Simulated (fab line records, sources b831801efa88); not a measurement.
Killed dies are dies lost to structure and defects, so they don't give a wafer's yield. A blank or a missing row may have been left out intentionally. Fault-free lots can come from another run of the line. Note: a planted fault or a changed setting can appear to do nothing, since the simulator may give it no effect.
fab line records    flow sky130
record lots=7  wafers=21  last_day=50
route steps=708 shown GATE_OXIDE@202 POLY_GATE@204 RES_PROTECT@206 PAD_OPEN@708
lots untouched by any fault: they come from a run of this same line in which no faults occurred
start_h: hours from the record's opening day to when the first of the lot's shown wafers began    wait_h: time in hours since the lot's previous step    " the same as in the row above    L1.1+2: one row covering several wafers at once    - no value, or no start given    * or withheld: withheld    < > ~ a bound
route shown NAME@n: NAME is a module with steps in the file, n the number in the route of the first one    usual: mean/standard deviation of fault-free wafers    same: alike in all rows    chamber/n: place in a boat    sites: readings site by site    _std_site: the values' standard deviation    _edge_site: outer sites' mean less inner sites'    radius_mm: how far each site lies from the wafer's centre    mask NAME#n: copy n    behind: the tool/chamber that last shaped the wafer    hold: cause of the lot's hold/its duration in hours/its outcome    device: the n, p or np transistor that did not switch    end of line: the same wafers' tests at the end of the route    a step given without rows: its recipe and nothing more    killed: dies that structure and defects cost at the first sort, which is not the same as the wafer's yield    map: per-die view of a wafer (x killed, . not killed, _ where there is no die)
set.NAME: the setting that was run; set.NAME@STEP: the one run at that earlier step    model.NAME: the simulator's own value behind a step, which no gauge read
certain route steps with their lots: each step a table, each wafer a row
services: the hour from which a tool's chamber was out of use, counted from the record's first day as start_h (under 0 if before that day), plus the number of hours and why
## steps
# step SKY_GATE_OXIDE_CLEAN_15
# recipe chemistry=SC1/SC2  mix=1:4:20  temp_c=70  time_s=150  dry=n2_spin
# step SKY_GATE_OXIDE_OXIDATION_16
# recipe temp_c=800  ambient=O2  idle_temp_c=700  ramp_up_c_per_min=10  ramp_down_c_per_min=3  stabilise_s=600  purge_s=300  target_thk_a=35.7  ox_time_s=1915
# step SKY_POLY_GATE_CVD_00
# recipe material=poly-Si  target_thk_nm=180  temp_c=620  time_s=720  pressure_mtorr=200
# step SKY_POLY_GATE_THK_MEAS_01
# recipe reads=poly-Si_of_POLY_GATE_CVD_00
# usual POLY_GATE_CVD_00_THK=180.6/1.7
lot.wafer  tool           chamber  start_h  wait_h  POLY_GATE_CVD_00_THK[nm]
L606.1     film_metro-02  -        379.09   0.0     181.0
L606.4     "              -        "        "       183.0
L606.6     "              -        "        "       181.5
L607.2     film_metro-01  -        381.79   0.0     179.4
L607.4     "              -        "        "       180.1
L607.6     "              -        "        "       180.2
L610.2     film_metro-02  -        410.34   0.0     177.9
L610.5     "              -        "        "       178.4
L610.6     "              -        "        "       177.7
L611.4     film_metro-02  -        421.99   0.0     178.9
L611.5     "              -        "        "       178.8
L611.6     "              -        "        "       177.9
L612.2     film_metro-02  -        428.37   0.0     180.8
L612.3     "              -        "        "       178.2
L612.5     "              -        "        "       178.8
L618.1     film_metro-02  -        474.97   0.0     179.1
L618.5     "              -        "        "       179.2
L618.6     "              -        "        "       179.8
L619.2     film_metro-02  -        483.77   0.0     181.8
L619.5     "              -        "        "       182.5
L619.6     "              -        "        "       181.6
# step SKY_RES_PROTECT_DEHYDRATE_00
# recipe temp_c=200  time_s=60
# step SKY_RES_PROTECT_HMDS_01
# recipe prime_time_s=60  prime_temp_c=120
# step SKY_RES_PROTECT_COAT_02
# recipe resist=NOVOLAK  spin_rpm=3000  resist_thk_nm=1140
# step SKY_RES_PROTECT_SOFTBAKE_03
# recipe temp_c=90  time_s=60  resist=NOVOLAK
# step SKY_RES_PROTECT_EXPOSE_04
# recipe mask_id=RPM  na=0.6  source_shape=conventional  sigma_outer=0.6  polarization=unpolarized  target_cd_nm=1270  dose_mj=131
# step SKY_RES_PROTECT_PEB_05
# recipe temp_c=withheld  time_s=*  resist=NOVOLAK
# step SKY_RES_PROTECT_DEVELOP_06
# recipe resist=NOVOLAK  developer=TMAH  develop_time_s=60  dev_temp_c=23
# step SKY_POLY_GATE_IMPLANT_02
# recipe species=P  energy_kev=30  dose_cm2=7.7e+15  tilt_deg=0
# step SKY_RES_PROTECT_STRIP_07
# recipe chemistry=O2/N2  power_w=1400  pressure_mtorr=1500  platen_temp_c=withheld  o2_flow_sccm=3000  n2_flow_sccm=300  overash_fraction=0.5
# usual chamber_pressure_mTorr=1500.0/1.4  drypump_motor_current_A=5.6/0.33  o2_flow_sccm=2999/9.7  oes_product_au=0.518/0.0042  strip_time_to_endpoint_s=23.30/0.049
lot.wafer  tool             chamber  start_h  wait_h  chamber_pressure_mTorr  drypump_motor_current_A  o2_flow_sccm  oes_product_au  rf_hours_counter_h  strip_time_to_endpoint_s  model.NOVOLAK_of_RES_PROTECT_COAT_02.thk_nm
L606.1     plasma_asher-01  0        407.95   0.1     1499.1                  6.1                      2994          0.519           75                  23.27                     0
L606.4     "                0        "        "       1503.8                  6.1                      2999          0.517           -                   23.24                     0
L606.6     "                1        "        "       1498.7                  5.9                      2992          0.516           -                   23.30                     0
L607.2     plasma_asher-03  1        411.08   0.1     1497.5                  5.2                      3007          0.519           55                  23.23                     0
L607.4     "                0        "        "       1499.6                  5.3                      2999          0.511           -                   23.23                     0
L607.6     "                0        "        "       1498.4                  5.3                      3010          0.515           -                   23.22                     0
L610.2     plasma_asher-01  1        440.79   0.1     -                       -                        -             -               -                   -                         1139
L610.5     "                1        "        "       -                       -                        -             -               -                   -                         1140
L610.6     "                0        "        "       -                       -                        -             -               -                   -                         1141
L611.4     plasma_asher-01  1        453.78   0.1     -                       -                        -             -               -                   -                         1142
L611.5     "                0        "        "       -                       -                        -             -               -                   -                         1145
L611.6     "                1        "        "       -                       -                        -             -               -                   -                         1145
L612.2     plasma_asher-03  0        459.58   0.1     -                       -                        -             -               -                   -                         1144
L612.3     "                0        "        "       -                       -                        -             -               -                   -                         1142
L612.5     "                1        "        "       -                       -                        -             -               -                   -                         1141
L618.1     plasma_asher-04  0        506.24   0.1     1499.5                  5.7                      2997          0.509           37                  23.27                     0
L618.5     "                1        "        "       1501.2                  5.8                      3007          0.513           -                   23.29                     0
L618.6     "                0        "        "       1500.9                  5.7                      2973          0.520           -                   23.28                     0
L619.2     plasma_asher-04  0        514.73   0.1     1504.1                  5.8                      2989          0.521           38                  23.28                     0
L619.5     "                1        "        "       1501.3                  5.7                      2987          0.523           -                   23.31                     0
L619.6     "                0        "        "       1497.5                  5.7                      3008          0.509           -                   23.32                     0
# step SKY_RES_PROTECT_TW_MEAS_08
# usual POLY_GATE_TW=4070/33
lot.wafer  tool           chamber  start_h  wait_h  POLY_GATE_TW
L606.1     film_metro-04  -        408.05   0.1     4087
L606.4     "              -        "        "       4093
L606.6     "              -        "        "       4097
L607.2     film_metro-04  -        411.19   0.1     4111
L607.4     "              -        "        "       4075
L607.6     "              -        "        "       4073
L610.2     film_metro-02  -        440.90   0.1     3997
L610.5     "              -        "        "       4046
L610.6     "              -        "        "       3981
L611.4     film_metro-04  -        453.88   0.1     4086
L611.5     "              -        "        "       4081
L611.6     "              -        "        "       4078
L612.2     film_metro-03  -        459.69   0.1     4102
L612.3     "              -        "        "       4086
L612.5     "              -        "        "       4091
L618.1     film_metro-02  -        506.34   0.1     4045
L618.5     "              -        "        "       4040
L618.6     "              -        "        "       4069
L619.2     film_metro-02  -        514.84   0.1     4037
L619.5     "              -        "        "       4026
L619.6     "              -        "        "       4035
# step SKY_PAD_OPEN_PROBE_99
# usual killed_at_M0_to_M3=43/8  killed_at_M4_up=2.9/1.6  killed_at_contacts=26/5.2  killed_at_front_end=15/4.3  killed_at_other=0.3/0.56  killed_dies=87/10  killed_on_rim=17/3.7  killed_open=48/6.9  killed_short=40/6.5
# same gross_dies=492  killed_at_back_side=0
lot.wafer  tool       chamber  start_h  wait_h  hold                    killed_at_M0_to_M3  killed_at_M4_up  killed_at_contacts  killed_at_front_end  killed_at_other  killed_dies  killed_on_rim  killed_open  killed_short
L606.1     prober-01  -        1127.79  0.1     -                       54                  3                24                  15                   0                96           19             50           46
L606.4     prober-01  -        1127.94  0.2     -                       47                  3                22                  17                   1                90           16             51           39
L606.6     prober-01  -        1128.04  0.2     -                       49                  6                34                  13                   0                102          21             59           43
L607.2     prober-02  -        1128.66  0.1     -                       52                  1                24                  16                   1                94           18             53           41
L607.4     prober-02  -        1128.76  0.2     -                       49                  5                24                  15                   0                93           18             51           42
L607.6     prober-02  -        1128.86  0.2     -                       51                  2                14                  17                   1                85           14             51           34
L610.2     prober-01  -        1144.36  0.1     await_dispo/5.2h/scrap  49                  1                20                  421                  1                492          96             48           42
L610.5     prober-01  -        1144.51  0.2     await_dispo/5.2h/scrap  47                  2                27                  416                  0                492          96             52           42
L610.6     prober-01  -        1144.56  0.2     await_dispo/5.2h/scrap  55                  4                23                  410                  0                492          96             51           47
L611.4     prober-02  -        1154.74  0.2     await_dispo/5.4h/scrap  54                  1                25                  412                  0                492          96             54           48
L611.5     prober-02  -        1154.79  0.2     await_dispo/5.4h/scrap  31                  3                20                  437                  1                492          96             35           31
L611.6     prober-02  -        1154.84  0.2     await_dispo/5.4h/scrap  42                  2                20                  427                  1                492          96             41           36
L612.2     prober-02  -        1154.94  0.3     await_dispo/2.4h/scrap  37                  1                21                  432                  1                492          96             42           29
L612.3     prober-02  -        1154.99  0.3     await_dispo/2.4h/scrap  44                  2                26                  420                  0                492          96             52           34
L612.5     prober-02  -        1155.09  0.4     await_dispo/2.4h/scrap  30                  4                21                  437                  0                492          96             36           27
L618.1     prober-01  -        1182.68  0.1     -                       44                  3                20                  24                   0                91           13             49           42
L618.5     prober-01  -        1182.88  0.2     -                       54                  7                23                  10                   0                94           16             50           44
L618.6     prober-01  -        1182.93  0.2     -                       37                  2                18                  17                   0                74           5              37           37
L619.2     prober-02  -        1188.16  0.1     -                       46                  0                17                  20                   0                83           17             50           33
L619.5     prober-02  -        1188.31  0.2     -                       42                  3                27                  10                   0                82           13             48           34
L619.6     prober-02  -        1188.36  0.2     -                       55                  4                22                  16                   0                97           21             57           40
# killed by level:class
L606.1 VIA1:geometric_particle:open=12 LI_CONTACT:geometric_particle:open=8 METAL1:geometric_particle:short=8 CONTACT:geometric_particle:open=8 VIA1:geometric_particle:short=8 VIA2:geometric_particle:open=8 VIA3:geometric_particle:open=6 METAL3:geometric_particle:short=5
L606.4 CONTACT:geometric_particle:open=10 VIA1:geometric_particle:open=9 METAL1:geometric_particle:short=8 LI_CONTACT:geometric_particle:open=8 VIA2:geometric_particle:open=6 POLY_GATE:geometric_particle:open=5 POLY_GATE:geometric_particle:short=5 METAL2:geometric_particle:short=5
L606.6 VIA1:geometric_particle:open=15 CONTACT:geometric_particle:open=14 METAL1:geometric_particle:short=10 LI_CONTACT:geometric_particle:open=8 CONTACT:geometric_particle:short=7 METAL4:geometric_particle:short=6 POLY_GATE:geometric_particle:open=5 VIA2:geometric_particle:open=5
L607.2 VIA1:geometric_particle:open=13 LI_CONTACT:geometric_particle:open=9 VIA2:geometric_particle:open=9 CONTACT:geometric_particle:open=7 VIA1:geometric_particle:short=7 VIA3:geometric_particle:open=7 METAL1:geometric_particle:short=6 METAL2:geometric_particle:short=5
L607.4 VIA1:geometric_particle:open=14 METAL2:geometric_particle:short=9 VIA3:geometric_particle:open=8 LI_CONTACT:geometric_particle:open=7 CONTACT:geometric_particle:open=7 CONTACT:geometric_particle:short=6 VIA1:geometric_particle:short=6 FIELD_ISO:geometric_particle:open=5
L607.6 VIA1:geometric_particle:open=17 CONTACT:geometric_particle:open=9 METAL2:geometric_particle:short=9 VIA2:geometric_particle:open=7 FIELD_ISO:geometric_particle:short=5 FIELD_ISO:geometric_particle:open=4 VIA3:geometric_particle:open=4 METAL1:geometric_particle:short=4
L610.2 POLY_GATE:area_cvd=402 VIA1:geometric_particle:open=15 POLY_GATE:geometric_particle:short=9 VIA2:geometric_particle:open=8 FIELD_ISO:geometric_particle:short=6 VIA1:geometric_particle:short=6 CONTACT:geometric_particle:short=5 LI_CONTACT:geometric_particle:open=5
L610.5 POLY_GATE:area_cvd=398 CONTACT:geometric_particle:open=10 VIA1:geometric_particle:open=8 VIA2:geometric_particle:open=8 VIA3:geometric_particle:open=7 FIELD_ISO:geometric_particle:short=6 LI_CONTACT:geometric_particle:open=6 VIA3:geometric_particle:short=6
L610.6 POLY_GATE:area_cvd=394 CONTACT:geometric_particle:open=12 METAL1:geometric_particle:short=11 VIA1:geometric_particle:open=10 VIA1:geometric_particle:short=7 POLY_GATE:geometric_particle:open=6 VIA3:geometric_particle:open=6 CONTACT:geometric_particle:short=5
L611.4 POLY_GATE:area_cvd=390 VIA1:geometric_particle:open=20 LOCAL_INTERCONNECT:geometric_particle:short=12 VIA1:geometric_particle:short=9 FIELD_ISO:geometric_particle:open=8 CONTACT:geometric_particle:open=7 VIA2:geometric_particle:open=6 FIELD_ISO:geometric_particle:short=5
L611.5 POLY_GATE:area_cvd=426 CONTACT:geometric_particle:open=8 VIA3:geometric_particle:open=6 CONTACT:geometric_particle:short=5 VIA1:geometric_particle:open=5 VIA2:geometric_particle:open=4 METAL1:geometric_particle:short=4 FIELD_ISO:geometric_particle:short=3
L611.6 POLY_GATE:area_cvd=415 VIA1:geometric_particle:open=10 LI_CONTACT:geometric_particle:open=7 VIA2:geometric_particle:open=7 POLY_GATE:geometric_particle:short=5 CONTACT:geometric_particle:open=5 VIA1:geometric_particle:short=5 VIA3:geometric_particle:open=5
L612.2 POLY_GATE:area_cvd=421 LI_CONTACT:geometric_particle:open=10 VIA1:geometric_particle:open=10 CONTACT:geometric_particle:short=5 FIELD_ISO:geometric_particle:short=4 FIELD_ISO:geometric_particle:open=4 VIA1:geometric_particle:short=4 CONTACT:geometric_particle:open=4
L612.3 POLY_GATE:area_cvd=406 VIA2:geometric_particle:open=11 VIA3:geometric_particle:open=9 LI_CONTACT:geometric_particle:open=8 VIA3:geometric_particle:short=6 LOCAL_INTERCONNECT:geometric_particle:short=5 CONTACT:geometric_particle:open=5 FIELD_ISO:geometric_particle:open=4
L612.5 POLY_GATE:area_cvd=429 CONTACT:geometric_particle:open=7 LOCAL_INTERCONNECT:geometric_particle:short=6 METAL1:geometric_particle:short=5 LI_CONTACT:geometric_particle:open=5 VIA1:geometric_particle:open=5 VIA1:geometric_particle:short=4 VIA3:geometric_particle:open=4
L618.1 POLY_GATE:geometric_particle:short=10 VIA1:geometric_particle:open=9 VIA1:geometric_particle:short=8 CONTACT:geometric_particle:open=7 VIA2:geometric_particle:open=7 FIELD_ISO:geometric_particle:open=6 LI_CONTACT:geometric_particle:open=5 VIA3:geometric_particle:open=5
L618.5 VIA1:geometric_particle:open=15 CONTACT:geometric_particle:open=13 VIA2:geometric_particle:open=9 METAL2:geometric_particle:short=7 CONTACT:geometric_particle:short=6 VIA3:geometric_particle:open=6 METAL4:geometric_particle:short=5 VIA1:geometric_particle:short=5
L618.6 VIA1:geometric_particle:open=12 CONTACT:geometric_particle:open=7 METAL1:geometric_particle:short=7 FIELD_ISO:geometric_particle:short=6 FIELD_ISO:geometric_particle:open=5 POLY_GATE:geometric_particle:short=4 LOCAL_INTERCONNECT:geometric_particle:short=4 VIA2:geometric_particle:open=4
L619.2 VIA1:geometric_particle:open=13 VIA3:geometric_particle:open=8 FIELD_ISO:geometric_particle:open=7 CONTACT:geometric_particle:open=7 METAL1:geometric_particle:short=6 FIELD_ISO:geometric_particle:short=4 POLY_GATE:geometric_particle:short=4 POLY_GATE:geometric_particle:open=3
L619.5 VIA1:geometric_particle:open=10 LI_CONTACT:geometric_particle:open=9 CONTACT:geometric_particle:open=7 VIA3:geometric_particle:open=7 VIA1:geometric_particle:short=6 FIELD_ISO:geometric_particle:short=4 LI_CONTACT:geometric_particle:short=4 METAL1:geometric_particle:short=4
L619.6 CONTACT:geometric_particle:open=11 METAL1:geometric_particle:short=11 VIA3:geometric_particle:open=9 VIA2:geometric_particle:open=9 VIA1:geometric_particle:open=7 VIA2:geometric_particle:short=7 LI_CONTACT:geometric_particle:open=6 METAL3:geometric_particle:short=4
# map L610.2 (x killed, . not)
__________xxxxxxxxxx_________
________xxxxxxxxxxxxxx_______
______xxxxxxxxxxxxxxxxxx_____
_____xxxxxxxxxxxxxxxxxxxx____
____xxxxxxxxxxxxxxxxxxxxxx___
___xxxxxxxxxxxxxxxxxxxxxxxx__
__xxxxxxxxxxxxxxxxxxxxxxxxxx_
_xxxxxxxxxxxxxxxxxxxxxxxxxxxx
_xxxxxxxxxxxxxxxxxxxxxxxxxxxx
_xxxxxxxxxxxxxxxxxxxxxxxxxxxx
_xxxxxxxxxxxxxxxxxxxxxxxxxxxx
_xxxxxxxxxxxxxxxxxxxxxxxxxxxx
_xxxxxxxxxxxxxxxxxxxxxxxxxxxx
_xxxxxxxxxxxxxxxxxxxxxxxxxxxx
_xxxxxxxxxxxxxxxxxxxxxxxxxxxx
__xxxxxxxxxxxxxxxxxxxxxxxxxx_
___xxxxxxxxxxxxxxxxxxxxxxxx__
____xxxxxxxxxxxxxxxxxxxxxx___
_____xxxxxxxxxxxxxxxxxxxx____
______xxxxxxxxxxxxxxxxxx_____
________xxxxxxxxxxxxxx_______
__________xxxxxxxxxx_________
# map L611.4 (x killed, . not)
__________xxxxxxxxxx_________
________xxxxxxxxxxxxxx_______
______xxxxxxxxxxxxxxxxxx_____
_____xxxxxxxxxxxxxxxxxxxx____
____xxxxxxxxxxxxxxxxxxxxxx___
___xxxxxxxxxxxxxxxxxxxxxxxx__
__xxxxxxxxxxxxxxxxxxxxxxxxxx_
_xxxxxxxxxxxxxxxxxxxxxxxxxxxx
_xxxxxxxxxxxxxxxxxxxxxxxxxxxx
_xxxxxxxxxxxxxxxxxxxxxxxxxxxx
_xxxxxxxxxxxxxxxxxxxxxxxxxxxx
_xxxxxxxxxxxxxxxxxxxxxxxxxxxx
_xxxxxxxxxxxxxxxxxxxxxxxxxxxx
_xxxxxxxxxxxxxxxxxxxxxxxxxxxx
_xxxxxxxxxxxxxxxxxxxxxxxxxxxx
__xxxxxxxxxxxxxxxxxxxxxxxxxx_
___xxxxxxxxxxxxxxxxxxxxxxxx__
____xxxxxxxxxxxxxxxxxxxxxx___
_____xxxxxxxxxxxxxxxxxxxx____
______xxxxxxxxxxxxxxxxxx_____
________xxxxxxxxxxxxxx_______
__________xxxxxxxxxx_________
## services
tool             chamber  start_h  hours  kind
plasma_asher-01  -        387.90   1.8    repair
plasma_asher-01  -        421.25   9.0    pm
plasma_asher-01  0        421.25   9.0    vent_cycle
plasma_asher-01  1        421.25   9.0    vent_cycle
plasma_asher-01  0        430.25   -      clean
plasma_asher-01  1        430.25   -      clean
## key
first_sign step=SKY_RES_PROTECT_STRIP_07  reading=tool_record  direction=missing
effect step=SKY_PAD_OPEN_PROBE_99  reading=hold  direction=added
model_effect step=SKY_RES_PROTECT_STRIP_07  value=NOVOLAK_of_RES_PROTECT_COAT_02.thk_nm  without=0  struck=1142
more_kills_born_at SKY_POLY_GATE_CVD_03@lpcvd-02=3681
met_at SKY_RES_PROTECT_STRIP_07
struck_wafers L610.2,L610.5,L610.6,L611.4,L611.5,L611.6,L612.2,L612.3,L612.5
later_rows_left_out L610.2,L610.5,L610.6,L611.4,L611.5,L611.6,L612.2,L612.3,L612.5
tester_left_out L610,L611,L612
onset_between 411.08 440.79
fault kind=skipped_step_whole  tool=plasma_asher-01,plasma_asher-03  chamber=-  onset_h=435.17  steps=SKY_RES_PROTECT_STRIP_07  scope=struck_lots_only
# tester_left_out: of these lots the tester's yield and bins aren't shown, on N5 and GAA mostly nor the transistor test; their killed dies are dies lost to structure and defects alone, not to doping, threshold or leakage, so they don't give the yield
# later_rows_left_out: the simulator's readings of these wafers behind a module that went badly wrong aren't trusted and aren't shown, but for the sort
